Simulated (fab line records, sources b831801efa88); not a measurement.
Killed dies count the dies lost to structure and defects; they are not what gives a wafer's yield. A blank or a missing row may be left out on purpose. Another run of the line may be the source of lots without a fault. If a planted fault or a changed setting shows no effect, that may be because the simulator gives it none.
The same fault as seen by 2 desks    flow sky130    what lay behind the numbers comes last; until then each desk has only its own

## THE METROLOGY DESK
What the gauges read for every lot (on any tool): the sampled wafers with a number, averaged. If a lot's mean is further than 4 standard deviations from the usual mean, the lot is out of limits and carries the mark OUT (the distance appears in the brackets).
Columns: A = GATE_OXIDE_OXIDATION_00_THK at SKY_GATE_OXIDE_THK_MEAS_02, usual 10.22 nm; B = GATE_OXIDE_OVL at SKY_GATE_OXIDE_OVL_MEAS_10, usual -0.4 nm
lot   first seen here  A      B
L942  day 13 06:12     9.95   -1.5
L943  day 13 09:25     10.27  -0.4
L945  day 14 18:17     9.86   -0.4
L953  day 17 18:04     10.24  -0.1
L954  day 18 01:15     10.36  -0.9
L956  day 18 05:32     10.11  -0.8
L958  day 19 12:11     10.24  1.4
This desk's finding: nothing out of limits on any of the 7 lots.

## FOR THE TOOL OWNER'S DESK: implanter-04
The tool's own readings at SKY_GATE_OXIDE_IMPLANT_11: means of the sampled wafers that have a number, for each lot that ran on this tool. If a lot's mean is further than 4 standard deviations from the usual mean, the lot is out of limits and carries the mark OUT (the distance appears in the brackets).
Columns: A = beam-energy-keV at SKY_GATE_OXIDE_IMPLANT_11, usual 10.000; B = dose-ions-cm2 at SKY_GATE_OXIDE_IMPLANT_11, usual 2.6006e+12
lot   first seen here  A                        B
L942  day 14 07:30     8.472 (-99 or more) OUT  2.5998e+12
L943  day 14 10:47     8.475 (-99 or more) OUT  2.5964e+12
L945  day 15 21:25     8.471 (-99 or more) OUT  2.5988e+12
L958  day 20 18:41     9.999                    2.5993e+12
This desk's finding: out of limits on L942, L943, L945; first on L942, day 14 07:30 (beam-energy-keV at SKY_GATE_OXIDE_IMPLANT_11). In limits: L958.

## TAKEN TOGETHER
At day 14 07:30, on L942, L943, L945, the tool owner's desk was in a position to raise an alarm.
Metrology desk: nothing out of limits seen.
The metrology desk has L942, L943, L945 on record, within its limits.
Every lot named ran SKY_GATE_OXIDE_IMPLANT_11 on implanter-04.

## WHAT THE SIMULATOR HAD PUT IN
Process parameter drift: implanter-04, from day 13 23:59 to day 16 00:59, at SKY_GATE_OXIDE_IMPLANT_11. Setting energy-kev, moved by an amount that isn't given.
Lots struck among those shown: L942, L943, L945.
Time in hours from fault onset to the first out-of-limits reading at each desk: the tool owner's desk, 8.
